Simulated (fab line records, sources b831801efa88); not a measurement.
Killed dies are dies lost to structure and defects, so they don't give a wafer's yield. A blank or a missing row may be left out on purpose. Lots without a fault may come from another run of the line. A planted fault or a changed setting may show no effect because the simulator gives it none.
Which tool did it? | flow sky130 | 15 lots, 45 wafers sampled, at 3 steps of a route of 708

WHAT THE GAUGES READ, wafer by wafer
SKY_SONOS_TUNNEL_CD_MEAS_07: target cd 410 nm. Usual: cd_nm 410.1 nm, standard deviation 2.1.
lot  | measured     | on        | cd_nm (nm)        | flag
L190 | day 11 13:43 | cd_sem-02 | 406.0 407.8 407.1 |
L194 | day 13 01:08 | cd_sem-02 | 410.7 410.9 411.1 |
L195 | day 13 09:16 | cd_sem-01 | 411.8 414.0 413.2 |
L196 | day 13 16:53 | cd_sem-02 | 411.9 411.6 409.8 |
L197 | day 14 02:22 | cd_sem-01 | 409.7 407.1 407.4 |
L199 | day 14 13:17 | cd_sem-02 | - - -             | OFF
L200 | day 15 00:35 | cd_sem-02 | - - -             | OFF
L201 | day 15 20:44 | cd_sem-02 | - - -             | OFF
L202 | day 16 00:41 | cd_sem-02 | 409.7 408.8 408.5 |
L205 | day 16 17:34 | cd_sem-02 | 408.8 410.9 408.5 |
L206 | day 16 21:19 | cd_sem-02 | 407.3 406.7 407.5 |
L207 | day 17 11:32 | cd_sem-02 | 409.2 409.2 407.7 |
L209 | day 18 02:50 | cd_sem-02 | 411.8 409.2 410.4 |
L210 | day 18 08:43 | cd_sem-01 | 413.7 413.1 411.0 |
L212 | day 19 00:04 | cd_sem-02 | 408.0 408.4 408.8 |

WHICH TOOL RAN EACH LOT (tool, then ch and the chambers of the sampled wafers, then the start)
lot  | SKY_VT_ADJUST_LVTN_STRIP_20          | SKY_SONOS_TUNNEL_EXPOSE_04
L190 | plasma_asher-04 ch 0,1, day 7 23:22  | iline_stepper-02 ch 0, day 11 02:06
L194 | plasma_asher-01 ch 1, day 9 05:07    | iline_stepper-01 ch 0, day 12 12:53
L195 | plasma_asher-01 ch 0,1, day 9 10:00  | iline_stepper-02 ch 0, day 12 20:50
L196 | plasma_asher-02 ch 1, day 9 16:52    | iline_stepper-01 ch 0, day 13 04:31
L197 | plasma_asher-04 ch 0,1, day 10 01:10 | iline_stepper-02 ch 0, day 13 13:38
L199 | plasma_asher-01 ch 0,1, day 10 09:07 | iline_stepper-01, day 13 23:41
L200 | plasma_asher-01 ch 0,1, day 10 19:34 | iline_stepper-01, day 14 11:44
L201 | plasma_asher-02 ch 0,1, day 11 09:50 | iline_stepper-02, day 15 06:11
L202 | plasma_asher-04 ch 0,1, day 11 15:43 | iline_stepper-02 ch 0, day 15 10:35
L205 | plasma_asher-01 ch 0,1, day 12 07:10 | iline_stepper-02 ch 0, day 16 04:13
L206 | plasma_asher-02 ch 0,1, day 12 10:07 | iline_stepper-01 ch 0, day 16 07:11
L207 | plasma_asher-04 ch 0,1, day 12 21:51 | iline_stepper-01 ch 0, day 16 21:02
L209 | plasma_asher-04 ch 0,1, day 13 10:05 | iline_stepper-02 ch 0, day 17 11:46
L210 | plasma_asher-04 ch 0,1, day 13 14:46 | iline_stepper-01 ch 0, day 17 17:45
L212 | plasma_asher-04 ch 0,1, day 14 04:09 | iline_stepper-02 ch 0, day 18 09:24
- SKY_VT_ADJUST_LVTN_STRIP_20: strips in O2/N2.
- SKY_SONOS_TUNNEL_EXPOSE_04: exposes mask TUNM, target cd 410 nm.

WHAT THE TOOLS THEMSELVES READ (means of the sampled wafers that have a number; where no wafer has one, the mark that the record gives instead)
SKY_VT_ADJUST_LVTN_STRIP_20. Usual: drypump_motor_current_A 5.74 A, standard deviation 0.17; n2_flow_sccm 300.0 sccm, standard deviation 0.99; oes_product_au 0.716 a.u., standard deviation 0.0047; strip_time_to_endpoint_s 14.17 s, standard deviation 0.033.
lot  | tool            | drypump_motor_current_A (A) | n2_flow_sccm (sccm) | oes_product_au (a.u.) | strip_time_to_endpoint_s (s) | flag
L190 | plasma_asher-04 | 5.77                        | 301.2               | 0.717                 | 14.20                        |
L194 | plasma_asher-01 | 5.61                        | 300.2               | 0.716                 | 14.15                        |
L195 | plasma_asher-01 | 5.79                        | 301.2               | 0.715                 | 14.14                        |
L196 | plasma_asher-02 | 5.52                        | 301.3               | 0.714                 | 14.23                        |
L197 | plasma_asher-04 | 5.77                        | 299.7               | 0.718                 | 14.23                        |
L199 | plasma_asher-01 | 5.76                        | 300.0               | 0.719                 | 14.18                        |
L200 | plasma_asher-01 | 5.92                        | 300.0               | 0.709                 | 14.16                        |
L201 | plasma_asher-02 | 5.62                        | 300.2               | 0.719                 | 14.12                        |
L202 | plasma_asher-04 | 5.78                        | 299.1               | 0.716                 | 14.13                        |
L205 | plasma_asher-01 | 5.77                        | 300.5               | 0.722                 | 14.17                        |
L206 | plasma_asher-02 | 5.56                        | 300.2               | 0.715                 | 14.20                        |
L207 | plasma_asher-04 | 5.78                        | 300.0               | 0.714                 | 14.16                        |
L209 | plasma_asher-04 | 5.77                        | 300.1               | 0.715                 | 14.15                        |
L210 | plasma_asher-04 | 5.79                        | 298.6               | 0.714                 | 14.19                        |
L212 | plasma_asher-04 | 5.77                        | 301.0               | 0.718                 | 14.20                        |

SKY_SONOS_TUNNEL_EXPOSE_04. Usual: exposure_dose_mJ_cm2 136.69, standard deviation 0.13; focus_offset_nm -0.1 nm, standard deviation 0.47; reticle_temp_C 22.99 C, standard deviation 0.1.
lot  | tool             | exposure_dose_mJ_cm2 | focus_offset_nm (nm) | reticle_temp_C (C) | flag
L190 | iline_stepper-02 | 136.81               | 0.2                  | 22.96              |
L194 | iline_stepper-01 | 136.67               | -0.6                 | 22.92              |
L195 | iline_stepper-02 | 136.64               | -0.1                 | 22.99              |
L196 | iline_stepper-01 | 136.60               | -0.2                 | 22.97              |
L197 | iline_stepper-02 | 136.65               | -0.4                 | 22.93              |
L199 | iline_stepper-01 | -                    | -                    | -                  | OFF
L200 | iline_stepper-01 | -                    | -                    | -                  | OFF
L201 | iline_stepper-02 | -                    | -                    | -                  | OFF
L202 | iline_stepper-02 | 136.75               | -0.3                 | 23.13              |
L205 | iline_stepper-02 | 136.60               | -0.2                 | 22.94              |
L206 | iline_stepper-01 | 136.78               | 0.3                  | 22.92              |
L207 | iline_stepper-01 | 136.67               | -0.3                 | 22.95              |
L209 | iline_stepper-02 | 136.75               | 0.4                  | 22.95              |
L210 | iline_stepper-01 | 136.58               | -0.2                 | 22.92              |
L212 | iline_stepper-02 | 136.61               | -0.4                 | 22.96              |

THE ANSWER, worked out from the rows above alone
Rule: a lot is off if the mean of its wafers that have a number lies more than 3 standard deviations from the usual mean. A lot without any number at a reading at which 4 lots or more have one is off too. The other lots that the step has rows for count as sound. The gauges are gone through in route order, then the tools' own readings, and for those a lot's mean is taken as printed above. The first step at which some lot is off is used, and at that step the reading that is off furthest; a lot without a number counts as furthest.
Off: L199, L200, L201, at SKY_SONOS_TUNNEL_CD_MEAS_07 (cd_nm). Without a number there: L199, L200, L201.
A tool fits if, at a process step before that reading, it ran every lot that is off, and no sound lot after the first of them. The gauges at SKY_SONOS_TUNNEL_CD_MEAS_07 aren't tried: what is off there is off at SKY_SONOS_TUNNEL_EXPOSE_04 too, on other tools, and a gauge's error can't cause that. None of those tried fits.

WHAT THE SIMULATOR HAD PUT IN
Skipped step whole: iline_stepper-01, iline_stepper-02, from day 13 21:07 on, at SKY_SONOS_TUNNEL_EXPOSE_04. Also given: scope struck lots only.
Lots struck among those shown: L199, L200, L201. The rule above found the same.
